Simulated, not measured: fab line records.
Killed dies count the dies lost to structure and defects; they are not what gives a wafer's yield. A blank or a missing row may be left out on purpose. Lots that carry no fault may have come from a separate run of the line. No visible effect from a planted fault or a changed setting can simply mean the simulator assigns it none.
Which tool was responsible? | flow gf180mcu | 14 lots with 42 wafers sampled at 4 steps, on a route of 602 steps

## WHAT EACH GAUGE READ, for each wafer
GF_M4_CD_MEAS_14: target cd 280 nm. Usual: 279.9 nm for cd_nm, sd 1.3.
lot  | measured     | on        | cd_nm (nm)        | flag
L782 | day 24 03:19 | cd_sem-01 | 278.1 278.6 277.7 |
L783 | day 24 04:30 | cd_sem-01 | 277.5 279.5 277.7 |
L784 | day 24 17:25 | cd_sem-01 | 277.8 278.5 278.1 |
L785 | day 25 05:25 | cd_sem-01 | 280.6 280.3 280.0 |
L787 | day 25 17:43 | cd_sem-02 | 280.0 280.4 279.8 |
L788 | day 26 04:12 | cd_sem-02 | 279.6 279.7 279.7 |
L789 | day 26 12:08 | cd_sem-01 | 278.5 278.9 279.0 |
L790 | day 26 20:07 | cd_sem-02 | 279.4 278.8 279.4 |
L791 | day 27 11:27 | cd_sem-01 | 280.2 279.8 278.4 |
L792 | day 27 09:28 | cd_sem-01 | 283.4 282.7 281.8 |
L794 | day 28 03:37 | cd_sem-02 | 282.7 280.9 282.0 |
L795 | day 28 16:02 | cd_sem-02 | 281.3 282.1 281.4 |
L799 | day 29 10:43 | cd_sem-02 | 280.6 280.9 281.8 |
L803 | day 30 13:16 | cd_sem-01 | 279.4 280.0 279.4 |

## WHICH TOOL RAN EACH LOT (tool, then ch and the chambers of the sampled wafers, then the start)
lot  | GF_STI_CLEAN_19                | GF_M4_SPUTTER_01             | GF_M4_SPUTTER_02
L782 | wet_bench-01 ch 1, day 2 12:15 | pvd_sputter-01, day 23 04:37 | pvd_sputter-01, day 23 04:39
L783 | wet_bench-01 ch 1, day 2 17:22 | pvd_sputter-03, day 23 06:37 | pvd_sputter-03, day 23 06:38
L784 | wet_bench-02 ch 0, day 2 22:10 | pvd_sputter-01, day 23 19:19 | pvd_sputter-01, day 23 19:20
L785 | wet_bench-01 ch 1, day 3 03:25 | pvd_sputter-01, day 24 08:11 | pvd_sputter-01, day 24 08:13
L787 | wet_bench-04 ch 3, day 3 13:41 | pvd_sputter-01, day 24 20:25 | pvd_sputter-01, day 24 20:26
L788 | wet_bench-01 ch 1, day 3 19:01 | pvd_sputter-03, day 25 06:32 | pvd_sputter-03, day 25 06:34
L789 | wet_bench-04 ch 2, day 4 00:43 | pvd_sputter-04, day 25 15:02 | pvd_sputter-04, day 25 15:04
L790 | wet_bench-01 ch 2, day 4 05:25 | pvd_sputter-01, day 25 22:35 | pvd_sputter-01, day 25 22:37
L791 | wet_bench-01 ch 0, day 4 11:19 | pvd_sputter-04, day 26 14:56 | pvd_sputter-04, day 26 14:58
L792 | wet_bench-04 ch 1, day 4 14:58 | pvd_sputter-01, day 26 13:31 | pvd_sputter-01, day 26 13:34
L794 | wet_bench-02 ch 2, day 5 02:46 | pvd_sputter-04, day 27 07:43 | pvd_sputter-04, day 27 07:44
L795 | wet_bench-01 ch 1, day 5 09:07 | pvd_sputter-04, day 27 20:45 | pvd_sputter-04, day 27 20:47
L799 | wet_bench-01 ch 1, day 6 03:07 | pvd_sputter-03, day 28 15:55 | pvd_sputter-03, day 28 15:56
L803 | wet_bench-01 ch 0, day 7 00:55 | pvd_sputter-04, day 29 19:10 | pvd_sputter-04, day 29 19:12
- GF_STI_CLEAN_19: cleans in dHF, time 20 s.
- GF_M4_SPUTTER_01: material TiN, target thk 30 nm, time 25 s.
- GF_M4_SPUTTER_02: material AlCu, target thk 450 nm, time 23.9 s.

## WHAT THE TOOLS THEMSELVES READ (means of the sampled wafers that have a number; where no wafer has one, the mark that the record gives instead)
GF_M4_SPUTTER_01. Usual: cathode_dc_power_W 6500.1 W, standard deviation 1.1; chamber_pressure_pa 0.4000 Pa, standard deviation 0.00081; throttle_valve_pct 30.2 %, standard deviation 0.92.
lot  | tool           | cathode_dc_power_W (W) | chamber_pressure_pa (Pa) | throttle_valve_pct (%) | flag
L782 | pvd_sputter-01 | 6500.6                 | 0.3991                   | 30.7                   |
L783 | pvd_sputter-03 | 6500.6                 | 0.3997                   | 31.2                   |
L784 | pvd_sputter-01 | 6499.8                 | 0.4005                   | 30.6                   |
L785 | pvd_sputter-01 | 6500.4                 | 0.4002                   | 30.5                   |
L787 | pvd_sputter-01 | 6499.8                 | 0.4001                   | 30.1                   |
L788 | pvd_sputter-03 | 6499.8                 | 0.4003                   | 29.9                   |
L789 | pvd_sputter-04 | 6500.0                 | 0.3994                   | 29.7                   |
L790 | pvd_sputter-01 | 6498.9                 | 0.4001                   | 30.4                   |
L791 | pvd_sputter-04 | 6499.8                 | 0.3994                   | 30.1                   |
L792 | pvd_sputter-01 | 6499.4                 | 0.4011                   | 30.7                   |
L794 | pvd_sputter-04 | 6500.8                 | 0.3997                   | 29.6                   |
L795 | pvd_sputter-04 | 6500.5                 | 0.4003                   | 30.2                   |
L799 | pvd_sputter-03 | 6500.9                 | 0.4006                   | 29.5                   |
L803 | pvd_sputter-04 | 6500.2                 | 0.4003                   | 30.2                   |

GF_M4_SPUTTER_02. Usual: cathode_dc_power_W 10600 W, standard deviation 1.8; chamber_pressure_pa 0.4000 Pa, standard deviation 0.00083; throttle_valve_pct 30.2 %, standard deviation 0.93.
lot  | tool           | cathode_dc_power_W (W) | chamber_pressure_pa (Pa) | throttle_valve_pct (%) | flag
L782 | pvd_sputter-01 | 10600                  | 0.3993                   | 30.6                   |
L783 | pvd_sputter-03 | 10600                  | 0.4003                   | 31.2                   |
L784 | pvd_sputter-01 | 10602                  | 0.4000                   | 30.4                   |
L785 | pvd_sputter-01 | 10599                  | 0.4006                   | 30.5                   |
L787 | pvd_sputter-01 | 10598                  | 0.3994                   | 30.2                   |
L788 | pvd_sputter-03 | 10600                  | 0.3993                   | 29.9                   |
L789 | pvd_sputter-04 | 10600                  | 0.4001                   | 29.6                   |
L790 | pvd_sputter-01 | 10599                  | 0.3994                   | 30.5                   |
L791 | pvd_sputter-04 | 10599                  | 0.4005                   | 30.1                   |
L792 | pvd_sputter-01 | 10600                  | 0.4000                   | 30.6                   |
L794 | pvd_sputter-04 | 10601                  | 0.4001                   | 29.8                   |
L795 | pvd_sputter-04 | 10599                  | 0.4007                   | 30.2                   |
L799 | pvd_sputter-03 | 10601                  | 0.3991                   | 29.3                   |
L803 | pvd_sputter-04 | 10601                  | 0.4002                   | 30.1                   |

## THE ANSWER, worked out from the rows above alone
Rule: take the mean of a lot's wafers that have a number; if it is more than 3 standard deviations from the usual mean, the lot is off. A lot without any number at a reading at which 4 lots or more have one is off too. Where the step has rows for the other lots, those lots are counted as sound. Order of review: gauges by route order, followed by the tools' own readings, for which a lot's mean as printed above is used. The first step at which some lot is off is used, and at that step the reading that is off furthest; a lot without a number counts as furthest.
No lot is off at any reading shown: from this, nothing can be told.

## WHAT WAS PUT IN BY THE SIMULATOR
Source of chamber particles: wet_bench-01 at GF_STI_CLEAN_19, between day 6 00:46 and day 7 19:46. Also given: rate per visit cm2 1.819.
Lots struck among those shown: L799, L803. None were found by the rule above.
